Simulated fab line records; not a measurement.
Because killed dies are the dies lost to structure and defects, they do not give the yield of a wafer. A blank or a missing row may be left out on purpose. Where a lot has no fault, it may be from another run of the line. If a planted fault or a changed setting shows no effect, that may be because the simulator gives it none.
Matching of chambers / flow sky130 / SKY_FIELD_ISO_ETCH_14 on rieDiel-02: 4 sister chambers
The step etches BARC in N2/H2, stops on SiO2, time 45.9 s, target depth 60 nm. 8 wafers are shown with their chamber, then 8 later ones without.

WAFERS WITH THEIR CHAMBER
wafer=L939.5; chamber=0; throttleValvePct (%)=13.221; oesProductAu (a.u.)=0.855
wafer=L939.6; chamber=3; throttleValvePct (%)=13.204; oesProductAu (a.u.)=0.856
wafer=L940.2; chamber=3; throttleValvePct (%)=13.228; oesProductAu (a.u.)=0.849
wafer=L940.5; chamber=1; throttleValvePct (%)=13.242; oesProductAu (a.u.)=0.851
wafer=L942.2; chamber=1; throttleValvePct (%)=13.240; oesProductAu (a.u.)=0.849
wafer=L942.3; chamber=0; throttleValvePct (%)=13.223; oesProductAu (a.u.)=0.851
wafer=L942.4; chamber=2; throttleValvePct (%)=13.212; oesProductAu (a.u.)=0.855
wafer=L956.3; chamber=2; throttleValvePct (%)=13.233; oesProductAu (a.u.)=0.847

WAFERS WITHOUT THEIR CHAMBER
wafer=L956.4; throttleValvePct (%)=13.223; oesProductAu (a.u.)=0.855
wafer=L956.5; throttleValvePct (%)=13.208; oesProductAu (a.u.)=0.856
wafer=L958.2; throttleValvePct (%)=13.228; oesProductAu (a.u.)=0.856
wafer=L958.3; throttleValvePct (%)=13.219; oesProductAu (a.u.)=0.853
wafer=L958.4; throttleValvePct (%)=13.202; oesProductAu (a.u.)=0.843
wafer=L959.2; throttleValvePct (%)=13.217; oesProductAu (a.u.)=0.857
wafer=L959.5; throttleValvePct (%)=13.217; oesProductAu (a.u.)=0.861
wafer=L959.6; throttleValvePct (%)=13.217; oesProductAu (a.u.)=0.861

CHAMBER TAKEN BY EACH
wafer=L956.4; from the rows above=can't be placed: 0 or 3 or 2 or 1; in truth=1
wafer=L956.5; from the rows above=can't be placed: 3 or 0 or 2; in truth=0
wafer=L958.2; from the rows above=can't be placed: 0 or 2 or 3 or 1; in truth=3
wafer=L958.3; from the rows above=can't be placed: 0 or 3 or 2 or 1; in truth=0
wafer=L958.4; from the rows above=can't be placed: 3 or 2 or 0 or 1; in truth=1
wafer=L959.2; from the rows above=can't be placed: 0 or 3 or 2 or 1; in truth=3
wafer=L959.5; from the rows above=can't be placed: 0 or 3 or 2 or 1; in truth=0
wafer=L959.6; from the rows above=can't be placed: 0 or 3 or 2 or 1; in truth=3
0 of 8 placed correctly. Unplaceable from these rows: 8, with the true chamber sitting among the candidates in 8. Wrongly placed: 0.
How it was worked out, from the rows above alone: a wafer's distance from a chamber is the root of the sum, over the readings, of the square of ((its reading less the chamber's mean) divided by the reading's scatter). The wafer belongs to the nearest chamber; if the next one is less than 2 further off, it can't be placed. Each chamber's mean is taken over the wafers shown for it. How the scatter is found: for the shown wafers, subtract from each reading the mean of its chamber, square and add these, divide the total by (wafers less chambers), then take the root.
